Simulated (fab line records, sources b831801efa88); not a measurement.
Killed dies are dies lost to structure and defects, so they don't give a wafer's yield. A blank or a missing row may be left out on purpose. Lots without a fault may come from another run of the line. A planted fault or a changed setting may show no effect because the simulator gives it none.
fab line records | flow sky130
record lots=15 wafers=45 last_day=50
route steps=708 shown GATE_OXIDE@194 PAD_OPEN@708
lots that met no fault: from a run of the same line without faults
start_h: hours from the record's first day to the start of the lot's first wafer shown | wait_h: hours since the lot's step before | " the same as in the row above | L1.1+2: a row that stands for several wafers | - no value, or no start given | * or withheld: withheld | < > ~ a bound
route shown NAME@n: a module of which the file shows steps, and the number in the route of the first | usual: mean/standard deviation of fault-free wafers | same: alike in all rows | chamber/n: place in a boat | sites: the reading at each site | _std_site: their standard deviation | _edge_site: outer sites' mean less inner sites' | radius_mm: how far each site lies from the wafer's centre | mask NAME#n: copy n | behind: the tool/chamber that last shaped the wafer | hold: why the lot was held/for how many hours/how that ended | device: the transistor (n, p or np) that didn't switch | end of line: the same wafers' tests at the end of the route | a step without rows: its recipe alone | killed: dies lost to structure and defects at the first sort, not the wafer's yield | map: a wafer's dies, x killed, . not, _ none there
set.NAME: the setting as run; set.NAME@STEP: as run at that earlier step | model.NAME: the simulator's own value behind a step, which no gauge read
steps of the route over a sample of lots; a table a step, a row a wafer
services: from which hour (start_h, from the record's first day; less than 0 if before it) a tool's chamber was out of use, for how many hours, and why
## steps
# step SKY_GATE_OXIDE_EXPOSE_07
# recipe mask_id=LVOM na=0.6 source_shape=conventional sigma_outer=0.6 polarization=unpolarized target_cd_nm=600 dose_mj=170
# usual focus_offset_nm=0.1/0.57
# same na=0.6
# columns lot.wafer tool chamber start_h wait_h mask focus_offset_nm
L949.3 iline_stepper-01 0 291.72 - LVOM#0 -0.1
L949.4 " 0 " " LVOM#0 0.5
L949.5 " 0 " " LVOM#0 -0.3
L950.1 iline_stepper-02 0 305.48 - LVOM#0 0.9
L950.5 " 0 " " LVOM#0 0.0
L950.6 " 0 " " LVOM#0 0.1
L952.1 iline_stepper-01 0 318.54 - LVOM#0 0.4
L952.2 " 0 " " LVOM#0 0.9
L952.6 " 0 " " LVOM#0 1.0
L953.4 iline_stepper-01 0 343.67 - LVOM#0 1.2
L953.5 " 0 " " LVOM#0 0.7
L953.6 " 0 " " LVOM#0 0.7
L954.3 iline_stepper-01 0 358.64 - LVOM#0 0.3
L954.5 " 0 " " LVOM#0 -0.1
L954.6 " 0 " " LVOM#0 1.0
L955.1 iline_stepper-01 0 371.93 - LVOM#0 -0.6
L955.4 " 0 " " LVOM#0 -0.1
L955.6 " 0 " " LVOM#0 -1.1
L958.2 iline_stepper-02 0 386.97 - LVOM#0 0.2
L958.4 " 0 " " LVOM#0 -0.8
L958.6 " 0 " " LVOM#0 -0.1
L959.1 iline_stepper-01 0 394.98 - LVOM#0 0.0
L959.2 " 0 " " LVOM#0 -1.0
L959.6 " 0 " " LVOM#0 -0.1
L961.3 iline_stepper-01 0 397.61 - LVOM#0 0.0
L961.4 " 0 " " LVOM#0 -0.1
L961.5 " 0 " " LVOM#0 -0.2
L962.2 iline_stepper-02 0 408.01 - LVOM#0 -0.5
L962.4 " 0 " " LVOM#0 -0.1
L962.5 " 0 " " LVOM#0 0.1
L967.2 iline_stepper-01 0 445.44 - LVOM#0 -0.1
L967.3 " 0 " " LVOM#0 -0.5
L967.4 " 0 " " LVOM#0 -1.4
L968.1 iline_stepper-02 0 459.24 - LVOM#0 0.3
L968.3 " 0 " " LVOM#0 -0.3
L968.4 " 0 " " LVOM#0 -0.4
L969.2 iline_stepper-01 0 469.20 - LVOM#0 0.6
L969.4 " 0 " " LVOM#0 0.7
L969.5 " 0 " " LVOM#0 0.9
L971.2 iline_stepper-01 0 475.97 - LVOM#0 -1.0
L971.4 " 0 " " LVOM#0 -0.2
L971.6 " 0 " " LVOM#0 -0.8
L972.1 iline_stepper-02 0 491.86 - LVOM#0 0.2
L972.3 " 0 " " LVOM#0 0.3
L972.4 " 0 " " LVOM#0 0.1
# step SKY_GATE_OXIDE_OVL_MEAS_10
# usual GATE_OXIDE_OVL=-1.5/1.3
# columns lot.wafer tool chamber start_h wait_h GATE_OXIDE_OVL[nm]
L949.3 overlay-01 - 304.53 0.1 -2.7
L949.4 " - " " -1.6
L949.5 " - " " -0.9
L950.1 overlay-02 - 318.60 0.1 -2.5
L950.5 " - " " -0.4
L950.6 " - " " -0.5
L952.1 overlay-01 - 331.10 0.1 0.6
L952.2 " - " " -0.6
L952.6 " - " " -0.8
L953.4 overlay-01 - 356.42 0.1 -1.6
L953.5 " - " " -2.8
L953.6 " - " " -3.2
L954.3 overlay-02 - 372.93 0.1 -1.8
L954.5 " - " " -2.0
L954.6 " - " " -0.8
L955.1 overlay-01 - 385.31 0.1 -3.4
L955.4 " - " " -3.5
L955.6 " - " " -1.8
L958.2 overlay-01 - 401.36 0.1 -1.7
L958.4 " - " " -0.8
L958.6 " - " " -0.2
L959.1 overlay-02 - 408.65 0.1 -2.4
L959.2 " - " " -0.8
L959.6 " - " " -1.2
L961.3 overlay-02 - 411.86 0.1 -2.0
L961.4 " - " " -2.0
L961.5 " - " " -1.1
L962.2 overlay-02 - 422.67 0.1 -2.2
L962.4 " - " " -2.3
L962.5 " - " " -0.6
L967.2 overlay-01 - 460.61 0.1 121.6
L967.3 " - " " 119.4
L967.4 " - " " 122.1
L968.1 overlay-01 - 474.75 0.1 -3.4
L968.3 " - " " -1.2
L968.4 " - " " -1.3
L969.2 overlay-01 - 483.31 0.1 119.0
L969.4 " - " " 117.3
L969.5 " - " " 117.3
L971.2 overlay-01 - 490.32 0.1 122.2
L971.4 " - " " 122.6
L971.6 " - " " 121.8
L972.1 overlay-02 - 506.97 0.1 -3.8
L972.3 " - " " -2.7
L972.4 " - " " -1.0
# step SKY_PAD_OPEN_PROBE_99
# usual killed_at_M0_to_M3=43/6.8 killed_at_M4_up=3.0/1.8 killed_at_contacts=23/5.4 killed_at_front_end=15/4.4 killed_at_other=0.3/0.51 killed_dies=85/9.2 killed_open=47/6.8 killed_short=39/6.8
# same gross_dies=492 killed_at_back_side=0
# columns lot.wafer tool chamber start_h wait_h killed_at_M0_to_M3 killed_at_M4_up killed_at_contacts killed_at_front_end killed_at_other killed_dies killed_open killed_short
L949.3 prober-02 - 1075.12 0.2 39 3 31 18 0 91 58 33
L949.4 prober-02 - 1075.17 0.2 39 4 25 16 0 84 45 39
L949.5 prober-02 - 1075.22 0.2 33 6 33 16 0 88 49 39
L950.1 prober-01 - 1080.67 0.1 50 5 16 22 0 93 58 35
L950.5 prober-01 - 1080.87 0.2 32 1 23 13 0 69 40 29
L950.6 prober-01 - 1080.92 0.2 47 2 26 14 0 89 46 43
L953.4 prober-02 - 1113.02 0.2 29 1 20 21 1 72 32 40
L953.5 prober-02 - 1113.07 0.2 43 6 34 16 0 99 54 45
L953.6 prober-02 - 1113.12 0.2 35 2 33 12 0 82 40 42
L958.2 prober-02 - 1145.97 0.1 44 3 26 11 0 84 48 36
L958.4 prober-02 - 1146.07 0.2 44 1 19 13 1 78 44 34
L958.6 prober-02 - 1146.17 0.2 34 5 22 12 0 73 31 42
L959.1 prober-01 - 1147.07 0.1 35 4 20 16 0 75 39 36
L959.2 prober-01 - 1147.12 0.1 44 1 30 9 1 85 52 33
L959.6 prober-01 - 1147.32 0.2 38 6 16 17 1 78 46 32
L962.2 prober-01 - 1155.89 0.1 42 5 29 9 0 85 42 42
L962.4 prober-01 - 1155.99 0.2 46 2 34 19 0 101 56 45
L962.5 prober-01 - 1156.04 0.2 36 2 36 9 1 84 43 40
L968.1 prober-01 - 1183.36 0.1 52 4 30 12 0 98 49 49
L968.3 prober-01 - 1183.46 0.2 45 3 25 21 1 95 52 43
L968.4 prober-01 - 1183.51 0.2 51 5 21 10 0 87 39 48
L969.2 prober-02 - 1191.59 0.1 36 4 27 19 1 87 41 46
L969.4 prober-02 - 1191.69 0.2 42 4 19 20 0 85 50 35
L969.5 prober-02 - 1191.74 0.2 40 2 24 14 0 80 54 26
L971.2 prober-01 - 1194.18 0.1 38 5 22 11 0 76 44 32
L971.4 prober-01 - 1194.28 0.2 55 2 22 8 2 89 53 36
L971.6 prober-01 - 1194.38 0.2 40 3 27 11 0 81 47 34
L972.1 prober-01 - 1199.54 0.1 54 2 37 10 0 103 60 43
L972.3 prober-01 - 1199.64 0.2 54 4 27 13 0 98 58 40
L972.4 prober-01 - 1199.69 0.2 52 3 17 20 0 92 43 49
# killed by level:class
L949.3 CONTACT:geometric_particle:open=13 VIA1:geometric_particle:open=12 LI_CONTACT:geometric_particle:open=9 VIA2:geometric_particle:open=6 CONTACT:geometric_particle:short=5 FIELD_ISO:geometric_particle:open=4 POLY_GATE:geometric_particle:short=4 METAL2:geometric_particle:short=4
L949.4 VIA1:geometric_particle:open=11 CONTACT:geometric_particle:open=9 LI_CONTACT:geometric_particle:open=6 FIELD_ISO:geometric_particle:short=5 FIELD_ISO:geometric_particle:open=5 CONTACT:geometric_particle:short=5 METAL1:geometric_particle:short=5 VIA3:geometric_particle:open=5
L949.5 CONTACT:geometric_particle:open=12 LI_CONTACT:geometric_particle:open=8 METAL2:geometric_particle:short=8 VIA1:geometric_particle:open=7 FIELD_ISO:geometric_particle:open=5 LOCAL_INTERCONNECT:geometric_particle:short=5 VIA3:geometric_particle:open=5 METAL4:geometric_particle:short=5
L950.1 VIA1:geometric_particle:open=15 VIA2:geometric_particle:open=9 CONTACT:geometric_particle:open=7 FIELD_ISO:geometric_particle:open=6 POLY_GATE:geometric_particle:short=6 LI_CONTACT:geometric_particle:open=6 VIA1:geometric_particle:short=5 METAL2:geometric_particle:short=5
L950.5 VIA1:geometric_particle:open=10 CONTACT:geometric_particle:open=6 CONTACT:geometric_particle:short=6 VIA3:geometric_particle:open=5 LI_CONTACT:geometric_particle:open=4 METAL2:geometric_particle:short=4 FIELD_ISO:geometric_particle:short=3 FIELD_ISO:geometric_particle:open=3
L950.6 VIA1:geometric_particle:open=10 LI_CONTACT:geometric_particle:open=9 CONTACT:geometric_particle:open=8 VIA2:geometric_particle:open=8 FIELD_ISO:geometric_particle:short=7 VIA1:geometric_particle:short=7 METAL3:geometric_particle:short=6 VIA3:geometric_particle:open=5
L953.4 FIELD_ISO:geometric_particle:short=8 VIA1:geometric_particle:open=8 LI_CONTACT:geometric_particle:open=6 CONTACT:geometric_particle:open=6 POLY_GATE:geometric_particle:short=5 CONTACT:geometric_particle:short=5 METAL1:geometric_particle:short=5 METAL2:geometric_particle:short=5
L953.5 LI_CONTACT:geometric_particle:open=13 VIA1:geometric_particle:open=13 LOCAL_INTERCONNECT:geometric_particle:short=7 CONTACT:geometric_particle:open=7 VIA2:geometric_particle:open=6 LI_CONTACT:geometric_particle:short=5 FIELD_ISO:geometric_particle:open=4 METAL2:geometric_particle:short=4
L953.6 LI_CONTACT:geometric_particle:open=11 METAL1:geometric_particle:short=10 LOCAL_INTERCONNECT:geometric_particle:short=7 CONTACT:geometric_particle:open=6 METAL2:geometric_particle:short=6 FIELD_ISO:geometric_particle:open=5 VIA2:geometric_particle:open=5 CONTACT:geometric_particle:short=5
L958.2 LI_CONTACT:geometric_particle:open=13 METAL2:geometric_particle:short=10 VIA1:geometric_particle:open=10 CONTACT:geometric_particle:open=7 METAL1:geometric_particle:short=7 FIELD_ISO:geometric_particle:open=4 LOCAL_INTERCONNECT:geometric_particle:short=3 SPACER:geometric_particle:open=3
L958.4 VIA1:geometric_particle:open=12 CONTACT:geometric_particle:open=9 VIA1:geometric_particle:short=9 FIELD_ISO:geometric_particle:open=6 LI_CONTACT:geometric_particle:open=6 VIA2:geometric_particle:short=6 VIA2:geometric_particle:open=6 CONTACT:geometric_particle:short=4
L958.6 VIA1:geometric_particle:short=8 LI_CONTACT:geometric_particle:open=7 VIA1:geometric_particle:open=7 VIA2:geometric_particle:short=5 CONTACT:geometric_particle:short=5 CONTACT:geometric_particle:open=5 FIELD_ISO:geometric_particle:short=4 LOCAL_INTERCONNECT:geometric_particle:short=4
L959.1 METAL2:geometric_particle:short=7 CONTACT:geometric_particle:open=6 VIA2:geometric_particle:open=5 VIA3:geometric_particle:open=5 FIELD_ISO:geometric_particle:open=4 FIELD_ISO:geometric_particle:short=4 SPACER:geometric_particle:open=4 LI_CONTACT:geometric_particle:short=3
L959.2 CONTACT:geometric_particle:open=15 LI_CONTACT:geometric_particle:open=7 METAL1:geometric_particle:short=6 VIA1:geometric_particle:short=6 VIA1:geometric_particle:open=6 VIA2:geometric_particle:open=6 VIA3:geometric_particle:short=6 VIA3:geometric_particle:open=6
L959.6 VIA1:geometric_particle:open=7 VIA3:geometric_particle:open=7 LI_CONTACT:geometric_particle:open=6 VIA2:geometric_particle:open=6 METAL4:geometric_particle:short=6 FIELD_ISO:geometric_particle:open=5 METAL2:geometric_particle:short=5 POLY_GATE:geometric_particle:open=4
L962.2 LI_CONTACT:geometric_particle:open=9 VIA3:geometric_particle:open=8 VIA1:geometric_particle:open=8 LI_CONTACT:geometric_particle:short=7 VIA2:geometric_particle:open=7 CONTACT:geometric_particle:open=6 VIA3:geometric_particle:short=5 FIELD_ISO:geometric_particle:short=4
L962.4 CONTACT:geometric_particle:open=17 METAL1:geometric_particle:short=8 VIA3:geometric_particle:open=7 VIA1:geometric_particle:open=7 LI_CONTACT:geometric_particle:open=7 POLY_GATE:geometric_particle:short=6 POLY_GATE:geometric_particle:open=6 METAL2:geometric_particle:short=6
L962.5 VIA3:geometric_particle:open=9 LI_CONTACT:geometric_particle:open=9 CONTACT:geometric_particle:open=8 LOCAL_INTERCONNECT:geometric_particle:short=6 CONTACT:geometric_particle:short=6 LI_CONTACT:geometric_particle:short=5 VIA1:geometric_particle:open=5 VIA1:geometric_particle:short=4
L968.1 VIA1:geometric_particle:open=12 METAL2:geometric_particle:short=12 LOCAL_INTERCONNECT:geometric_particle:short=8 METAL3:geometric_particle:short=7 CONTACT:geometric_particle:open=7 VIA3:geometric_particle:open=7 VIA2:geometric_particle:open=6 LI_CONTACT:geometric_particle:short=5
L968.3 VIA1:geometric_particle:open=13 CONTACT:geometric_particle:open=11 LI_CONTACT:geometric_particle:open=7 METAL1:geometric_particle:short=7 VIA1:geometric_particle:short=7 METAL2:geometric_particle:short=6 FIELD_ISO:geometric_particle:short=5 VIA2:geometric_particle:open=5
L968.4 METAL1:geometric_particle:short=10 VIA1:geometric_particle:open=9 CONTACT:geometric_particle:open=7 VIA3:geometric_particle:open=7 METAL2:geometric_particle:short=6 LI_CONTACT:geometric_particle:short=5 VIA3:geometric_particle:short=5 FIELD_ISO:geometric_particle:open=4
L969.2 CONTACT:geometric_particle:open=12 METAL2:geometric_particle:short=8 LI_CONTACT:geometric_particle:open=6 VIA1:geometric_particle:open=6 CONTACT:geometric_particle:short=5 METAL1:geometric_particle:short=5 FIELD_ISO:geometric_particle:open=4 POLY_GATE:geometric_particle:short=4
L969.4 VIA1:geometric_particle:open=13 POLY_GATE:geometric_particle:open=7 CONTACT:geometric_particle:open=7 METAL2:geometric_particle:short=6 VIA3:geometric_particle:open=6 POLY_GATE:geometric_particle:short=5 VIA2:geometric_particle:open=5 VIA1:geometric_particle:short=4
L969.5 VIA1:geometric_particle:open=12 CONTACT:geometric_particle:open=10 VIA2:geometric_particle:open=7 VIA3:geometric_particle:open=7 POLY_GATE:geometric_particle:open=5 LI_CONTACT:geometric_particle:open=5 METAL1:geometric_particle:short=5 FIELD_ISO:geometric_particle:open=3
L971.2 VIA1:geometric_particle:open=12 CONTACT:geometric_particle:open=8 VIA2:geometric_particle:open=8 LI_CONTACT:geometric_particle:short=6 LI_CONTACT:geometric_particle:open=5 METAL1:geometric_particle:short=5 VIA1:geometric_particle:short=5 POLY_GATE:geometric_particle:open=3
L971.4 VIA1:geometric_particle:open=18 VIA2:geometric_particle:open=9 LI_CONTACT:geometric_particle:open=8 VIA3:geometric_particle:open=8 METAL1:geometric_particle:short=6 LI_CONTACT:geometric_particle:short=5 LOCAL_INTERCONNECT:geometric_particle:short=5 CONTACT:geometric_particle:open=4
L971.6 VIA1:geometric_particle:open=13 CONTACT:geometric_particle:open=10 VIA1:geometric_particle:short=8 LI_CONTACT:geometric_particle:open=6 VIA3:geometric_particle:open=5 LI_CONTACT:geometric_particle:short=4 CONTACT:geometric_particle:short=4 VIA2:geometric_particle:open=3
L972.1 LI_CONTACT:geometric_particle:open=12 VIA2:geometric_particle:open=12 CONTACT:geometric_particle:open=12 VIA1:geometric_particle:open=8 VIA3:geometric_particle:open=8 CONTACT:geometric_particle:short=7 VIA1:geometric_particle:short=6 VIA2:geometric_particle:short=6
L972.3 VIA1:geometric_particle:open=14 CONTACT:geometric_particle:open=13 VIA3:geometric_particle:open=7 METAL2:geometric_particle:short=6 LI_CONTACT:geometric_particle:short=6 METAL1:geometric_particle:short=6 VIA2:geometric_particle:open=6 LI_CONTACT:geometric_particle:open=4
L972.4 VIA1:geometric_particle:open=12 FIELD_ISO:geometric_particle:open=8 VIA1:geometric_particle:short=8 CONTACT:geometric_particle:open=7 METAL1:geometric_particle:short=6 FIELD_ISO:geometric_particle:short=5 VIA2:geometric_particle:short=5 METAL2:geometric_particle:short=5
## services
# columns tool chamber start_h hours kind
iline_stepper-01 - 283.60 2.3 repair
iline_stepper-02 - 350.07 21.9 repair
iline_stepper-01 - 387.34 1.7 pm
iline_stepper-02 - 464.95 1.7 pm
## key
first_sign step=SKY_GATE_OXIDE_OVL_MEAS_10 reading=GATE_OXIDE_OVL direction=up sigmas=92 usual=-1.5 struck=120.4
effect none on later readings
met_at SKY_GATE_OXIDE_EXPOSE_07
struck_lots L967,L969,L971
tester_left_out L967,L969,L971
onset_between 397.61 445.44
fault kind=scanner_matching_overlay tool=iline_stepper-01 chamber=- onset_h=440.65 steps=SKY_GATE_OXIDE_EXPOSE_07 offset=121.79
# tester_left_out: of these lots the tester's yield and bins aren't shown, on N5 and GAA mostly nor the transistor test; their killed dies are dies lost to structure and defects alone, not to doping, threshold or leakage, so they don't give the yield
